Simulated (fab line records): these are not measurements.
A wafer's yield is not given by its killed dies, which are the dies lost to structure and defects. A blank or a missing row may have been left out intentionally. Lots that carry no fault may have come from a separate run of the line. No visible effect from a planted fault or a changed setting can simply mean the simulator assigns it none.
Split-lot experiment ; flow sky130 ; on a route of 708 steps: 5 lots, 23 wafers read

## ABOUT THE SPLIT
At SKY_NWELL_COAT_05 (resist thk 3000 nm), the setting resist thk nm was moved away from the recipe's 3000 nm on 11 of the 23 wafers read, by -5.5% to +5.9%. The other wafers ran this setting at the recipe's value.

The reading is taken at the split's own step.

## THE READING
coat_of_NWELL_COAT_05.thk nm (the simulator's own value, which no gauge read), in nm, at SKY_NWELL_COAT_05 (resist thk 3000 nm). The file does not state a usual value for it. Across the 12 wafers here that went through the recipe, the average is 3005 nm and the standard deviation 7 nm.

wafer;tool, chamber at the split;resist thk nm as run, nm;against the recipe;coat_of_NWELL_COAT_05.thk nm, nm;against lot-mates on the recipe
L074.1;litho track-04, 0;3000;recipe;3004;-
L074.3;litho track-04, 0;3110;+3.7%;3105;+105
L074.4;litho track-04, 0;3000;recipe;2994;-
L074.5;litho track-04, 0;3110;+3.7%;3109;+109
L074.6;litho track-04, 0;3000;recipe;3003;-
L076.2;litho track-02, 0;3000;recipe;3007;-
L076.6;litho track-02, 0;3000;recipe;3007;-
L076.4;litho track-02, 0;3000;recipe;3008;-
L077.1;litho track-04, 0;2834;-5.5%;2846;-150
L077.2;litho track-04, 0;2834;-5.5%;2829;-166
L077.3;litho track-04, 0;3000;recipe;2992;-
L077.4;litho track-04, 0;2834;-5.5%;2833;-162
L077.6;litho track-04, 0;3000;recipe;2999;-
L079.1;litho track-04, 0;3000;recipe;3013;-
L079.2;litho track-04, 0;2907;-3.1%;2920;-92
L079.3;litho track-04, 0;3000;recipe;3011;-
L079.4;litho track-04, 0;2907;-3.1%;2921;-91
L079.5;litho track-04, 0;2907;-3.1%;2921;-91
L084.2;litho track-01, 0;3178;+5.9%;3188;+176
L084.5;litho track-01, 0;3178;+5.9%;3188;+176
L084.3;litho track-01, 0;3000;recipe;3009;-
L084.4;litho track-01, 0;3178;+5.9%;3191;+178
L084.6;litho track-01, 0;3000;recipe;3016;-

FIT RESULTS
A straight line over all 23 wafers: coat_of_NWELL_COAT_05.thk nm changes by +30.1 nm for each +1% of resist thk nm; r = +1.00; the points scatter about the line by 7.6 nm.
The same after taking each lot's own level away (the mean of its wafers on the recipe; 23 wafers): +29.3 nm for each +1%; r = +1.00; scatter 3.9 nm.
On that fit, the largest move of resist thk nm shifts the reading by 1.7e+02 nm.
The lots' own levels span 2995.5 to 3012.5 nm, that is 2.4 times the standard deviation above.
Consequently the slope shifts little with the lot-to-lot level, the two slopes agreeing.
Check: for one of the wafers moved furthest among these (+5.9%), held out of the fit, the line's prediction against its lot-mates is +174 nm. Against them it came out at +176 nm.

## ADDITIONAL SPLITS CARRIED BY THESE WAFERS
Note: prior to the reading, these wafers also went through further splits. Each is held against what the fit with the lots' levels taken away leaves over:
other split on the same wafers;wafers away from the commonest value;r with coat_of_NWELL_COAT_05.thk nm (lot level and that fit taken away)
SKY_FIELD_ISO_CVD_03 temp c;5;+0.14
SKY_FIELD_ISO_EXPOSE_10 dose mj;5;+0.24
SKY_FIELD_ISO_ETCH_17 icp w;11;-0.18

## THE WHOLE CHAIN: every reading that the file lists as answering this split, in the file's order
step;what it does;reading;change (the file's fit);r (the file's)
SKY_NWELL_COAT_05;resist thk 3000 nm;coat_of_NWELL_COAT_05.thk nm (the simulator's own value, which no gauge read);+29.3 nm for each +1% of the setting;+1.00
SKY_NWELL_STRIP_14;strips in O2/N2;strip time to endpoint s;withheld for each +1% of the setting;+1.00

## FILE'S OWN FIT
coat_of_NWELL_COAT_05.thk nm changes by +29.3 nm for each +1% of resist thk nm, r = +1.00.
